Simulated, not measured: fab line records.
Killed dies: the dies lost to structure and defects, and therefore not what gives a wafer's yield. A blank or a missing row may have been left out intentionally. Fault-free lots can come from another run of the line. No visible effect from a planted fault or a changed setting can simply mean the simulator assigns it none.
fab line records + flow sky130
record
- lots=6
- wafers=18
- lastDay=49
route steps=708 shown NWELL@65 PAD_OPEN@708
lots untouched by any fault: they come from a run of this same line in which no faults occurred
startH: start of the lot's first displayed wafer, in hours after the record's first day + waitH: time in hours since the lot's previous step + " unchanged from the row above + L1.1+2: a single row standing in for several wafers + - no value present, or no start provided + * or withheld: withheld + < > ~ a bound
route shown NAME@n: names a module that has steps shown in the file, with the first one's number in the route + usual: mean and standard deviation over wafers with no fault + same: alike in all rows + chamber/n: place in a boat + sites: readings site by site + _std_site: their standard deviation + _edge_site: inner sites' mean taken away from outer sites' mean + radiusMm: for every site, how far away it sits from the centre of the wafer + mask NAME#n: copy n + behind: tool/chamber where the wafer was last shaped + hold: why the lot went on hold/how many hours it stayed there/how the hold came to an end + device: names the non-switching transistor (n, p or np) + end of line: the route-end tests of the same wafers + where a step has no rows: the recipe by itself + killed: at the first sort, the dies lost to defects and structure; wafer yield is something else + map: shows each die of a wafer: x if killed, . if not, _ if none is there
set.NAME: the run value of the setting; set.NAME@STEP: its run value at that earlier step + model.NAME: the simulator's own value behind a step, which no gauge read
lots at some steps of the route; a table a step, a row a wafer
services: a tool's chamber out of use, with start hour (startH, from the record's first day; less than 0 if before it), hours out, and reason
## steps
# step SKY_NWELL_IMPLANT_12
# recipe
- species=P
- energyKev=120
- doseCm2=1.3e+12
- tiltDeg=withheld
# step SKY_NWELL_IMPLANT_13
# recipe
- species=P
- energyKev=50
- doseCm2=7e+11
- tiltDeg=withheld
# step SKY_NWELL_STRIP_14
# recipe
- chemistry=O2/N2
- powerW=1400
- pressureMtorr=1500
- platenTempC=withheld
- o2FlowSccm=3000
- n2FlowSccm=300
- overashFraction=0.5
# usual
- drypumpMotorCurrentA=5.7/0.33
- n2FlowSccm=300.0/0.85
- oesProductAu=0.722/0.0045
- stripTimeToEndpointS=36.93/0.11
| lot.wafer | tool           | chamber | startH | waitH | drypumpMotorCurrentA | n2FlowSccm | oesProductAu | rfHoursCounterH | stripTimeToEndpointS |
|-----------|----------------|---------|--------|-------|----------------------|------------|--------------|-----------------|----------------------|
| L908.1    | plasmaAsher-01 | 1       | 90.57  | 0.1   | 5.9                  | 301.7      | 0.716        | 43              | 36.82                |
| L908.2    | "              | 0       | "      | "     | 6.1                  | 300.3      | 0.720        | 43              | 36.90                |
| L908.5    | "              | 0       | "      | "     | 6.1                  | 300.0      | 0.725        | -               | 36.92                |
| L909.1    | plasmaAsher-03 | 1       | 96.12  | 0.1   | 5.2                  | 300.0      | 0.727        | 24              | 37.04                |
| L909.4    | "              | 1       | "      | "     | 5.2                  | 300.0      | 0.712        | -               | 36.92                |
| L909.6    | "              | 1       | "      | "     | 5.2                  | 299.4      | 0.721        | -               | 37.03                |
| L911.1    | plasmaAsher-01 | 1       | 103.94 | 0.1   | 5.9                  | 300.4      | 0.731        | 45              | 36.79                |
| L911.3    | "              | 0       | "      | "     | 6.1                  | 299.7      | 0.733        | -               | 36.85                |
| L911.6    | "              | 0       | "      | "     | 6.1                  | 300.2      | 0.720        | -               | 36.70                |
| L915.2    | plasmaAsher-01 | 0       | 126.17 | 0.1   | 6.1                  | 300.7      | 0.724        | 48              | 36.93                |
| L915.3    | "              | 1       | "      | "     | 5.9                  | 300.6      | 0.721        | -               | 36.95                |
| L915.4    | "              | 0       | "      | "     | 6.1                  | 300.2      | 0.717        | -               | 36.93                |
| L926.1    | plasmaAsher-04 | 1       | 190.93 | 0.1   | 5.8                  | 300.5      | 0.727        | 7               | 36.90                |
| L926.4    | "              | 0       | "      | "     | 5.8                  | 300.1      | 0.723        | -               | 36.89                |
| L926.6    | "              | 0       | "      | "     | 5.8                  | 300.4      | 0.715        | -               | 36.90                |
| L927.4    | plasmaAsher-01 | 0       | 194.97 | 0.1   | 6.1                  | 301.0      | 0.720        | -               | 36.79                |
| L927.5    | "              | 1       | "      | "     | 5.9                  | 298.8      | 0.721        | -               | 36.67                |
| L927.6    | "              | 0       | "      | "     | 6.1                  | 299.2      | 0.720        | -               | 36.79                |
# step SKY_NWELL_TW_MEAS_15
# usual
- NWELL_TW=1828/16
| lot.wafer | tool         | chamber | startH | waitH | NWELL_TW |
|-----------|--------------|---------|--------|-------|----------|
| L908.1    | filmMetro-01 | -       | 90.67  | 0.1   | 1810     |
| L908.2    | "            | -       | "      | "     | 1810     |
| L908.5    | "            | -       | "      | "     | 1817     |
| L909.1    | filmMetro-02 | -       | 96.22  | 0.1   | 1825     |
| L909.4    | "            | -       | "      | "     | 1832     |
| L909.6    | "            | -       | "      | "     | 1823     |
| L911.1    | filmMetro-03 | -       | 104.04 | 0.1   | 1846     |
| L911.3    | "            | -       | "      | "     | 1840     |
| L911.6    | "            | -       | "      | "     | 1849     |
| L915.2    | filmMetro-03 | -       | 126.28 | 0.1   | 1848     |
| L915.3    | "            | -       | "      | "     | 1843     |
| L915.4    | "            | -       | "      | "     | 1841     |
| L926.1    | filmMetro-02 | -       | 191.03 | 0.1   | 1809     |
| L926.4    | "            | -       | "      | "     | 1811     |
| L926.6    | "            | -       | "      | "     | 1821     |
| L927.4    | filmMetro-02 | -       | 195.06 | 0.1   | 1814     |
| L927.5    | "            | -       | "      | "     | 1828     |
| L927.6    | "            | -       | "      | "     | 1829     |
# step SKY_NWELL_DEHYDRATE_16
# recipe
- tempC=200
- timeS=60
# step SKY_NWELL_HMDS_17
# recipe
- primeTimeS=60
- primeTempC=120
# step SKY_NWELL_COAT_18
# recipe
- spinRpm=2000
- resistThkNm=3000
# step SKY_NWELL_SOFTBAKE_19
# recipe
- tempC=110
- timeS=withheld
# step SKY_NWELL_EXPOSE_20
# recipe
- maskId=NWM_COMPLEMENT
- na=0.6
- sourceShape=conventional
- sigmaOuter=0.6
- polarization=unpolarized
- targetCdNm=840
- doseMj=260
# step SKY_NWELL_PEB_21
# recipe
- tempC=115
- timeS=withheld
# step SKY_NWELL_DEVELOP_22
# recipe
- wallAngleDeg=90
- developer=TMAH
- developTimeS=60
- devTempC=23
# step SKY_NWELL_OVL_MEAS_23
# usual
- NWELL_01_OVL=0.8/1.2
| lot.wafer | tool       | chamber | startH | waitH | NWELL_01_OVL[nm] |
|-----------|------------|---------|--------|-------|------------------|
| L908.1    | overlay-01 | -       | 107.55 | -     | 1.0              |
| L908.2    | "          | -       | "      | "     | 0.6              |
| L908.5    | "          | -       | "      | "     | 0.1              |
| L909.1    | overlay-01 | -       | 113.93 | -     | 0.7              |
| L909.4    | "          | -       | "      | "     | 2.6              |
| L909.6    | "          | -       | "      | "     | 0.5              |
| L911.1    | overlay-02 | -       | 121.55 | -     | -0.8             |
| L911.3    | "          | -       | "      | "     | 0.0              |
| L911.6    | "          | -       | "      | "     | 0.5              |
| L915.2    | overlay-02 | -       | 146.16 | -     | 0.1              |
| L915.3    | "          | -       | "      | "     | 2.1              |
| L915.4    | "          | -       | "      | "     | 2.1              |
| L926.1    | overlay-01 | -       | 211.90 | -     | 0.7              |
| L926.4    | "          | -       | "      | "     | 1.9              |
| L926.6    | "          | -       | "      | "     | -0.5             |
| L927.4    | overlay-02 | -       | 216.17 | -     | -1.3             |
| L927.5    | "          | -       | "      | "     | 0.1              |
| L927.6    | "          | -       | "      | "     | 1.2              |
# step SKY_NWELL_IMPLANT_24
# recipe
- species=B
- energyKev=140
- doseCm2=9.2e+12
- tiltDeg=withheld
# usual
- beamEnergyKeV=140.00/0.044
- doseIonsCm2=9.201e+12/1e+10
- faradayCurrentUA=52.0/1.2
| lot.wafer | tool         | chamber | startH | waitH | beamEnergyKeV | doseIonsCm2 | faradayCurrentUA |
|-----------|--------------|---------|--------|-------|---------------|-------------|------------------|
| L908.1    | implanter-04 | 0       | 107.59 | 0.0   | 140.07        | 9.213e+12   | 50.3             |
| L908.2    | "            | 0       | "      | "     | 140.01        | 9.208e+12   | 51.3             |
| L908.5    | "            | 0       | "      | "     | 140.00        | 9.198e+12   | 54.6             |
| L909.1    | implanter-03 | 0       | 113.97 | 0.0   | 139.96        | 9.187e+12   | 51.7             |
| L909.4    | "            | 0       | "      | "     | 139.95        | 9.188e+12   | 51.9             |
| L909.6    | "            | 0       | "      | "     | 139.99        | 9.189e+12   | 49.9             |
| L911.1    | implanter-03 | 0       | 121.59 | 0.0   | 139.93        | 9.196e+12   | 51.4             |
| L911.3    | "            | 0       | "      | "     | 139.89        | 9.22e+12    | 51.1             |
| L911.6    | "            | 0       | "      | "     | 139.89        | 9.214e+12   | 52.5             |
| L915.2    | implanter-03 | 0       | 146.21 | 0.0   | 139.96        | 9.2e+12     | 51.3             |
| L915.3    | "            | 0       | "      | "     | 140.00        | 9.199e+12   | 52.8             |
| L915.4    | "            | 0       | "      | "     | 139.96        | 9.208e+12   | 51.0             |
| L926.1    | implanter-03 | 0       | 211.94 | 0.0   | 140.00        | 5.5758e+13  | 324.8            |
| L926.4    | "            | 0       | "      | "     | 140.03        | 5.576e+13   | 327.1            |
| L926.6    | "            | 0       | "      | "     | 140.10        | 5.577e+13   | 322.3            |
| L927.4    | implanter-03 | 0       | 216.26 | 0.1   | 140.02        | 5.5762e+13  | 314.1            |
| L927.5    | "            | 0       | "      | "     | 140.06        | 5.5758e+13  | 314.2            |
| L927.6    | "            | 0       | "      | "     | 140.04        | 5.576e+13   | 304.6            |
# step SKY_NWELL_STRIP_25
# recipe
- chemistry=O2/N2
- powerW=1400
- pressureMtorr=1500
- platenTempC=withheld
- o2FlowSccm=3000
- n2FlowSccm=300
- overashFraction=0.5
# usual
- drypumpMotorCurrentA=5.7/0.34
- n2FlowSccm=300.0/0.99
- oesProductAu=0.723/0.0038
- stripTimeToEndpointS=36.90/0.12
| lot.wafer | tool           | chamber | startH | waitH | drypumpMotorCurrentA | n2FlowSccm | oesProductAu | rfHoursCounterH | stripTimeToEndpointS |
|-----------|----------------|---------|--------|-------|----------------------|------------|--------------|-----------------|----------------------|
| L908.1    | plasmaAsher-03 | 1       | 107.74 | 0.1   | 5.2                  | 300.2      | 0.719        | 26              | 36.81                |
| L908.2    | "              | 0       | "      | "     | 5.3                  | 299.2      | 0.725        | 26              | 36.87                |
| L908.5    | "              | 1       | "      | "     | 5.2                  | 301.3      | 0.730        | -               | 36.89                |
| L909.1    | plasmaAsher-03 | 1       | 114.12 | 0.1   | 5.2                  | 298.3      | 0.723        | 27              | 36.88                |
| L909.4    | "              | 0       | "      | "     | 5.3                  | 299.1      | 0.725        | -               | 36.87                |
| L909.6    | "              | 1       | "      | "     | 5.2                  | 298.4      | 0.721        | -               | 36.87                |
| L911.1    | plasmaAsher-03 | 1       | 121.74 | 0.1   | 5.2                  | 301.4      | 0.718        | 28              | 36.98                |
| L911.3    | "              | 1       | "      | "     | 5.2                  | 300.9      | 0.723        | -               | 37.01                |
| L911.6    | "              | 1       | "      | "     | 5.2                  | 300.5      | 0.720        | -               | 36.91                |
| L915.2    | plasmaAsher-03 | 0       | 146.34 | 0.1   | 5.3                  | 301.2      | 0.726        | 31              | 36.88                |
| L915.3    | "              | 1       | "      | "     | 5.2                  | 300.2      | 0.723        | -               | 36.87                |
| L915.4    | "              | 0       | "      | "     | 5.3                  | 300.7      | 0.728        | -               | 36.84                |
| L926.1    | plasmaAsher-04 | 0       | 212.09 | 0.1   | 5.8                  | 300.4      | 0.724        | 8               | 36.87                |
| L926.4    | "              | 1       | "      | "     | 5.8                  | 300.8      | 0.723        | -               | 36.96                |
| L926.6    | "              | 0       | "      | "     | 5.7                  | 300.7      | 0.720        | -               | 36.95                |
| L927.4    | plasmaAsher-03 | 0       | 216.37 | 0.1   | 5.3                  | 300.1      | 0.726        | -               | 36.84                |
| L927.5    | "              | 0       | "      | "     | 5.3                  | 299.4      | 0.727        | -               | 36.94                |
| L927.6    | "              | 1       | "      | "     | 5.2                  | 298.3      | 0.724        | -               | 36.85                |
# step SKY_NWELL_TW_MEAS_26
# usual
- NWELL_2_TW=499/3.7
| lot.wafer | tool         | chamber | startH | waitH | NWELL_2_TW |
|-----------|--------------|---------|--------|-------|------------|
| L908.1    | filmMetro-03 | -       | 107.84 | 0.1   | 507        |
| L908.2    | "            | -       | "      | "     | 501        |
| L908.5    | "            | -       | "      | "     | 501        |
| L909.1    | filmMetro-03 | -       | 114.22 | 0.1   | 504        |
| L909.4    | "            | -       | "      | "     | 502        |
| L909.6    | "            | -       | "      | "     | 501        |
| L911.1    | filmMetro-03 | -       | 121.84 | 0.1   | 507        |
| L911.3    | "            | -       | "      | "     | 505        |
| L911.6    | "            | -       | "      | "     | 506        |
| L915.2    | filmMetro-01 | -       | 146.45 | 0.1   | 494        |
| L915.3    | "            | -       | "      | "     | 495        |
| L915.4    | "            | -       | "      | "     | 496        |
| L926.1    | filmMetro-01 | -       | 212.19 | 0.1   | 873        |
| L926.4    | "            | -       | "      | "     | 877        |
| L926.6    | "            | -       | "      | "     | 874        |
| L927.4    | filmMetro-01 | -       | 216.47 | 0.1   | 879        |
| L927.5    | "            | -       | "      | "     | 881        |
| L927.6    | "            | -       | "      | "     | 877        |
# step SKY_NWELL_CLEAN_27
# recipe
- chemistry=SC1/SC2
- mix=1:4:20
- tempC=70
- timeS=150
- dry=n2Spin
# step SKY_PAD_OPEN_PROBE_99
# usual
- killed_at_M0_to_M3=43/8
- killed_at_M4_up=2.9/1.6
- killedAtContacts=26/5.2
- killedAtFrontEnd=15/4.3
- killedAtOther=0.3/0.56
- killedDies=87/10
- killedOpen=48/6.9
- killedShort=40/6.5
# same
- grossDies=492
- killedAtBackSide=0
| lot.wafer | tool      | chamber | startH  | waitH | killed_at_M0_to_M3 | killed_at_M4_up | killedAtContacts | killedAtFrontEnd | killedAtOther | killedDies | killedOpen | killedShort | model.etest.nfet_16v.rOnOhmUm | model.etest.pfet_16v.rOnOhmUm | model.etest.resIsoPwell.rsOhmSq | model.etest.resPwellUnderGate.rsOhmSq | model.etest.resIsoPwell.lineOhmUm | model.etest.tip_n_5v.rsOhmSq | model.etest.resNwell.lineOhmUm | model.etest.tipSonos.rsOhmSq |
|-----------|-----------|---------|---------|-------|--------------------|-----------------|------------------|------------------|---------------|------------|------------|-------------|-------------------------------|-------------------------------|---------------------------------|---------------------------------------|-----------------------------------|------------------------------|--------------------------------|------------------------------|
| L908.1    | prober-02 | -       | 1080.05 | 0.1   | 50                 | 4               | 27               | 18               | 1             | 100        | 55         | 45          | 1.422e+04                     | 1.464e+04                     | 2777                            | 2260                                  | 1042                              | 1391                         | 1057                           | 2569                         |
| L908.2    | prober-02 | -       | 1080.10 | 0.1   | 41                 | 3               | 23               | 18               | 0             | 85         | 50         | 35          | 1.411e+04                     | 1.453e+04                     | 2738                            | 2256                                  | 1039                              | 1381                         | 1066                           | 2532                         |
| L908.5    | prober-02 | -       | 1080.25 | 0.2   | 40                 | 2               | 28               | 9                | 0             | 79         | 50         | 29          | 1.421e+04                     | 1.48e+04                      | 2822                            | 2266                                  | 1060                              | 1399                         | 1068                           | 2588                         |
| L909.1    | prober-01 | -       | 1084.02 | 0.1   | 38                 | 1               | 22               | 13               | 1             | 75         | 39         | 36          | 1.399e+04                     | 1.55e+04                      | 2967                            | 2282                                  | 1096                              | 1385                         | 1285                           | 2748                         |
| L909.4    | prober-01 | -       | 1084.17 | 0.2   | 39                 | 1               | 33               | 19               | 0             | 92         | 49         | 43          | 1.402e+04                     | 1.542e+04                     | 2977                            | 2286                                  | 1126                              | 1400                         | 1277                           | 2778                         |
| L909.6    | prober-01 | -       | 1084.27 | 0.2   | 43                 | 3               | 25               | 17               | 0             | 88         | 50         | 38          | 1.405e+04                     | 1.54e+04                      | 2958                            | 2279                                  | 1111                              | 1401                         | 1289                           | 2714                         |
| L911.1    | prober-01 | -       | 1092.11 | 0.1   | 49                 | 2               | 30               | 11               | 0             | 92         | 58         | 34          | 1.395e+04                     | 1.506e+04                     | 3208                            | 2262                                  | 1206                              | 1401                         | 1194                           | 2698                         |
| L911.3    | prober-01 | -       | 1092.21 | 0.2   | 40                 | 2               | 32               | 15               | 0             | 89         | 49         | 40          | 1.402e+04                     | 1.524e+04                     | 3284                            | 2278                                  | 1229                              | 1400                         | 1185                           | 2734                         |
| L911.6    | prober-01 | -       | 1092.36 | 0.2   | 32                 | 2               | 31               | 19               | 0             | 84         | 48         | 36          | 1.404e+04                     | 1.526e+04                     | 3276                            | 2279                                  | 1246                              | 1404                         | 1192                           | 2694                         |
| L915.2    | prober-02 | -       | 1127.16 | 0.1   | 40                 | 1               | 24               | 24               | 0             | 89         | 47         | 42          | 1.412e+04                     | 1.539e+04                     | 3212                            | 2288                                  | 1216                              | 1423                         | 1168                           | 2704                         |
| L915.3    | prober-02 | -       | 1127.21 | 0.2   | 40                 | 4               | 32               | 25               | 0             | 101        | 57         | 44          | 1.394e+04                     | 1.536e+04                     | 3309                            | 2294                                  | 1246                              | 1411                         | 1174                           | 2609                         |
| L915.4    | prober-02 | -       | 1127.26 | 0.2   | 45                 | 2               | 24               | 25               | 1             | 97         | 51         | 46          | 1.41e+04                      | 1.527e+04                     | 3169                            | 2289                                  | 1199                              | 1417                         | 1172                           | 2641                         |
| L926.1    | prober-01 | -       | 1177.92 | 0.1   | 38                 | 7               | 26               | 11               | 0             | 82         | 43         | 39          | 2.524e+04                     | 7999                          | 851.6                           | 705.1                                 | 309.1                             | 1717                         | 1348                           | 2749                         |
| L926.4    | prober-01 | -       | 1178.07 | 0.2   | 38                 | 3               | 30               | 12               | 0             | 83         | 46         | 37          | 2.527e+04                     | 7961                          | 852.6                           | 696.4                                 | 310.8                             | 1735                         | 1362                           | 2685                         |
| L926.6    | prober-01 | -       | 1178.17 | 0.2   | 40                 | 1               | 22               | 12               | 0             | 75         | 42         | 33          | 2.529e+04                     | 8099                          | 891.9                           | 700.2                                 | 324.2                             | 1737                         | 1400                           | 2756                         |
| L927.4    | prober-02 | -       | 1178.30 | 0.2   | 43                 | 3               | 37               | 14               | 0             | 97         | 55         | 42          | 2.043e+04                     | 8113                          | 897.1                           | 705.1                                 | 326.2                             | 1716                         | 1390                           | 2867                         |
| L927.5    | prober-02 | -       | 1178.35 | 0.2   | 33                 | 2               | 27               | 20               | 0             | 82         | 42         | 40          | 2.004e+04                     | 8107                          | 906.4                           | 701.6                                 | 330.2                             | 1703                         | 1405                           | 2864                         |
| L927.6    | prober-02 | -       | 1178.40 | 0.2   | 32                 | 1               | 23               | 19               | 0             | 75         | 42         | 33          | 2.062e+04                     | 8131                          | 896.4                           | 702.2                                 | 329.8                             | 1710                         | 1390                           | 2882                         |
# killed by level:class
L908.1 LI_CONTACT:geometricParticle:open=10 VIA2:geometricParticle:open=9 FIELD_ISO:geometricParticle:open=8 CONTACT:geometricParticle:open=7 VIA1:geometricParticle:open=7 METAL3:geometricParticle:short=7 CONTACT:geometricParticle:short=6 METAL1:geometricParticle:short=6
L908.2 VIA1:geometricParticle:open=16 CONTACT:geometricParticle:open=11 VIA3:geometricParticle:open=9 FIELD_ISO:geometricParticle:short=6 FIELD_ISO:geometricParticle:open=5 CONTACT:geometricParticle:short=5 LOCAL_INTERCONNECT:geometricParticle:short=5 POLY_GATE:geometricParticle:short=3
L908.5 VIA1:geometricParticle:open=13 LI_CONTACT:geometricParticle:open=10 CONTACT:geometricParticle:open=6 LOCAL_INTERCONNECT:geometricParticle:short=4 CONTACT:geometricParticle:short=4 METAL1:geometricParticle:short=4 METAL2:geometricParticle:short=4 VIA2:geometricParticle:open=4
L909.1 METAL1:geometricParticle:short=8 CONTACT:geometricParticle:open=8 VIA1:geometricParticle:open=8 LI_CONTACT:geometricParticle:open=7 METAL2:geometricParticle:short=6 VIA2:geometricParticle:open=5 VIA3:geometricParticle:open=5 POLY_GATE:geometricParticle:short=4
L909.4 CONTACT:geometricParticle:open=11 VIA1:geometricParticle:open=9 VIA3:geometricParticle:open=8 LI_CONTACT:geometricParticle:open=7 CONTACT:geometricParticle:short=6 METAL1:geometricParticle:short=6 FIELD_ISO:geometricParticle:short=5 FIELD_ISO:geometricParticle:open=5
L909.6 CONTACT:geometricParticle:open=9 VIA3:geometricParticle:open=9 LI_CONTACT:geometricParticle:open=7 VIA1:geometricParticle:open=7 METAL2:geometricParticle:short=7 FIELD_ISO:geometricParticle:short=5 METAL1:geometricParticle:short=5 CONTACT:geometricParticle:short=5
L911.1 VIA1:geometricParticle:open=11 VIA2:geometricParticle:open=10 LI_CONTACT:geometricParticle:open=9 CONTACT:geometricParticle:open=8 METAL2:geometricParticle:short=6 LOCAL_INTERCONNECT:geometricParticle:short=5 VIA3:geometricParticle:open=5 FIELD_ISO:geometricParticle:short=4
L911.3 VIA1:geometricParticle:open=16 CONTACT:geometricParticle:open=11 CONTACT:geometricParticle:short=7 LOCAL_INTERCONNECT:geometricParticle:short=6 METAL2:geometricParticle:short=6 FIELD_ISO:geometricParticle:short=5 LI_CONTACT:geometricParticle:open=5 METAL1:geometricParticle:short=5
L911.6 LI_CONTACT:geometricParticle:open=12 VIA1:geometricParticle:open=10 CONTACT:geometricParticle:open=8 POLY_GATE:geometricParticle:open=6 METAL1:geometricParticle:short=6 POLY_GATE:geometricParticle:short=5 CONTACT:geometricParticle:short=4 LI_CONTACT:geometricParticle:short=4
L915.2 FIELD_ISO:geometricParticle:open=12 VIA2:geometricParticle:open=7 CONTACT:geometricParticle:short=7 VIA3:geometricParticle:open=7 VIA1:geometricParticle:open=6 LI_CONTACT:geometricParticle:short=6 CONTACT:geometricParticle:open=6 VIA1:geometricParticle:short=6
L915.3 VIA1:geometricParticle:open=10 CONTACT:geometricParticle:open=10 VIA3:geometricParticle:open=9 FIELD_ISO:geometricParticle:short=7 LOCAL_INTERCONNECT:geometricParticle:short=7 VIA2:geometricParticle:open=7 POLY_GATE:geometricParticle:short=6 LI_CONTACT:geometricParticle:open=6
L915.4 VIA1:geometricParticle:open=10 VIA3:geometricParticle:open=9 FIELD_ISO:geometricParticle:short=8 VIA1:geometricParticle:short=8 CONTACT:geometricParticle:open=8 FIELD_ISO:geometricParticle:open=7 LI_CONTACT:geometricParticle:open=7 POLY_GATE:geometricParticle:short=5
L926.1 CONTACT:geometricParticle:open=12 VIA1:geometricParticle:open=7 METAL2:geometricParticle:short=7 METAL4:geometricParticle:short=6 FIELD_ISO:geometricParticle:open=5 VIA3:geometricParticle:open=5 LI_CONTACT:geometricParticle:open=4 CONTACT:geometricParticle:short=4
L926.4 CONTACT:geometricParticle:open=18 VIA3:geometricParticle:open=7 METAL2:geometricParticle:short=6 FIELD_ISO:geometricParticle:open=5 VIA1:geometricParticle:open=5 METAL3:geometricParticle:short=5 LI_CONTACT:geometricParticle:open=4 CONTACT:geometricParticle:short=4
L926.6 VIA1:geometricParticle:open=12 CONTACT:geometricParticle:open=8 METAL2:geometricParticle:short=8 CONTACT:geometricParticle:short=6 VIA2:geometricParticle:open=6 FIELD_ISO:geometricParticle:short=5 LI_CONTACT:geometricParticle:open=5 METAL2:geometricParticle:open=4
L927.4 CONTACT:geometricParticle:open=20 VIA1:geometricParticle:short=8 LI_CONTACT:geometricParticle:open=7 VIA1:geometricParticle:open=7 METAL2:geometricParticle:short=7 VIA3:geometricParticle:open=6 METAL1:geometricParticle:short=5 LOCAL_INTERCONNECT:geometricParticle:short=4
L927.5 CONTACT:geometricParticle:open=11 POLY_GATE:geometricParticle:short=7 METAL2:geometricParticle:short=7 POLY_GATE:geometricParticle:open=6 LOCAL_INTERCONNECT:geometricParticle:short=5 LI_CONTACT:geometricParticle:open=5 METAL1:geometricParticle:short=4 VIA1:geometricParticle:open=4
L927.6 CONTACT:geometricParticle:open=10 VIA1:geometricParticle:open=7 VIA2:geometricParticle:open=6 LI_CONTACT:geometricParticle:open=6 METAL2:geometricParticle:short=5 POLY_GATE:geometricParticle:short=4 FIELD_ISO:geometricParticle:short=3 CONTACT:geometricParticle:short=3
## services
| tool           | chamber | startH | hours | kind      |
|----------------|---------|--------|-------|-----------|
| plasmaAsher-04 | -       | 77.84  | 28.1  | pm        |
| implanter-03   | -       | 82.65  | 0.7   | repair    |
| plasmaAsher-01 | -       | 108.12 | 3.6   | repair    |
| plasmaAsher-04 | -       | 108.75 | 9.0   | pm        |
| plasmaAsher-04 | 0       | 108.75 | 9.0   | ventCycle |
| plasmaAsher-04 | 1       | 108.75 | 9.0   | ventCycle |
| plasmaAsher-04 | -       | 111.08 | 3.7   | repair    |
| plasmaAsher-04 | 0       | 117.75 | -     | clean     |
| plasmaAsher-04 | 1       | 117.75 | -     | clean     |
| plasmaAsher-04 | -       | 119.83 | 3.0   | repair    |
## key
firstSign
- step=SKY_NWELL_IMPLANT_24
- reading=doseIonsCm2
- direction=up
- sigmas=99+
- usual=*
- struck=*
effect
- step=SKY_NWELL_IMPLANT_24
- reading=faradayCurrentUA
- direction=up
- sigmas=99+
- usual=52.0
- struck=317.8
effect
- step=SKY_NWELL_TW_MEAS_26
- reading=NWELL_2_TW
- direction=up
- sigmas=99+
- usual=499
- struck=877
modelEffect
- step=SKY_PAD_OPEN_PROBE_99
- value=etest.nfet_16v.rOnOhmUm
- without=1.412e+04
- struck=2.282e+04
metAt SKY_NWELL_IMPLANT_24
struckWafers L926.1,L926.4,L926.6,L927.4,L927.5,L927.6
testerLeftOut L926,L927
onsetBetween 146.21 211.94
fault
- kind=processParameterDrift
- tool=implanter-03
- chamber=-
- onsetH=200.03
- steps=SKY_NWELL_IMPLANT_24
- channel=doseCm2
- offset=*
- shape=step
- endH=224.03
- actsIn=*
- stated=*
# testerLeftOut: of these lots the tester's yield and bins aren't shown, on N5 and GAA mostly nor the transistor test; their killed dies are dies lost to structure and defects alone, not to doping, threshold or leakage, so they don't give the yield
